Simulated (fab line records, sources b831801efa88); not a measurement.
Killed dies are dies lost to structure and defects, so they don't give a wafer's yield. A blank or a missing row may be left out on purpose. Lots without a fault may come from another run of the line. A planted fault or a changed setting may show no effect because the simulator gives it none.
Which tool did it? | flow sky130 | 11 lots, 33 wafers sampled, at 3 steps of a route of 708

WHAT THE GAUGES READ, wafer by wafer
SKY_LI_CONTACT_THK_MEAS_01.
lot  | measured     | on            | LI_CONTACT_HDPCVD_THK (nm)
L601 | day 27 11:53 | film_metro-02 | 927 933 940
L602 | day 27 18:27 | film_metro-03 | 930 942 937
L603 | day 28 14:25 | film_metro-04 | 957 961 941
L605 | day 29 03:53 | film_metro-04 | 922 896 916
L606 | day 29 16:49 | film_metro-02 | 937 930 932
L607 | day 29 23:41 | film_metro-04 | 909 924 928
L614 | day 32 00:43 | film_metro-04 | 1121 1110 1115
L613 | day 32 07:19 | film_metro-04 | 1113 1127 1120
L618 | day 35 01:19 | film_metro-02 | 915 908 922
L619 | day 35 02:01 | film_metro-03 | 905 906 931
L621 | day 35 03:55 | film_metro-02 | 909 889 912

WHICH TOOL RAN EACH LOT (tool, then ch and the chambers of the sampled wafers, then the start)
lot  | SKY_POLY_CUT_ETCH_10               | SKY_LI_CONTACT_HDPCVD_00
L601 | rie_diel-03 ch 0,1,3, day 23 19:26 | hdpcvd-01 ch 0,1,2, day 27 11:47
L602 | rie_diel-03 ch 0,2,3, day 24 02:46 | hdpcvd-01 ch 0,1,2, day 27 18:21
L603 | rie_diel-02 ch 2,3, day 24 23:41   | hdpcvd-01 ch 0,1, day 28 14:18
L605 | rie_diel-04 ch 0,1,3, day 25 13:52 | hdpcvd-02 ch 0,2, day 29 03:47
L606 | rie_diel-02 ch 0,1, day 26 02:43   | hdpcvd-01 ch 0,1, day 29 16:39
L607 | rie_diel-02 ch 1,2,3, day 26 09:22 | hdpcvd-02 ch 0,1,2, day 29 23:35
L614 | rie_diel-03 ch 0,2,3, day 28 15:11 | hdpcvd-01 ch 0,1,2, day 32 00:36
L613 | rie_diel-02 ch 0,1,3, day 28 19:57 | hdpcvd-01 ch 0,1,2, day 32 07:12
L618 | rie_diel-03 ch 0,1, day 31 13:52   | hdpcvd-02 ch 0,1,2, day 35 01:13
L619 | rie_diel-04 ch 1,3, day 31 14:44   | hdpcvd-02 ch 0,2, day 35 01:54
L621 | rie_diel-04 ch 1,3, day 31 17:53   | hdpcvd-02 ch 0,1,2, day 35 03:49
- SKY_POLY_CUT_ETCH_10: etches BARC in N2/H2, stops on SiO2, time 45.9 s, target depth 60 nm.
- SKY_LI_CONTACT_HDPCVD_00: deposits PSG, target thk 930 nm, time 155 s.

THE ANSWER, worked out from the rows above alone
Rule: what is usual is taken from the lots themselves. Put in order of their means at a reading, lots are off if they are a third of the lots or fewer, leave a main group of 4 or more, and stand apart from it by a gap of 3 or more times the standard deviation of the main group's means; of several such gaps the widest counts. A main group whose means are all the same, to the digits that the tables above print for the reading, isn't used. A lot without any number at a reading at which 4 lots or more have one is off too. The other lots that the step has rows for count as sound.
Off: L614, L613, at SKY_LI_CONTACT_THK_MEAS_01 (LI_CONTACT_HDPCVD_THK). The main group: mean 924 nm, standard deviation 15.
A tool fits if, at a process step before that reading, it ran every lot that is off, and no sound lot after the first of them. The gauges at SKY_LI_CONTACT_THK_MEAS_01 are tried like those tools. Can't be told from this: 2 tools fit, hdpcvd-01 at SKY_LI_CONTACT_HDPCVD_00, film_metro-04 at SKY_LI_CONTACT_THK_MEAS_01.

WHAT THE SIMULATOR HAD PUT IN
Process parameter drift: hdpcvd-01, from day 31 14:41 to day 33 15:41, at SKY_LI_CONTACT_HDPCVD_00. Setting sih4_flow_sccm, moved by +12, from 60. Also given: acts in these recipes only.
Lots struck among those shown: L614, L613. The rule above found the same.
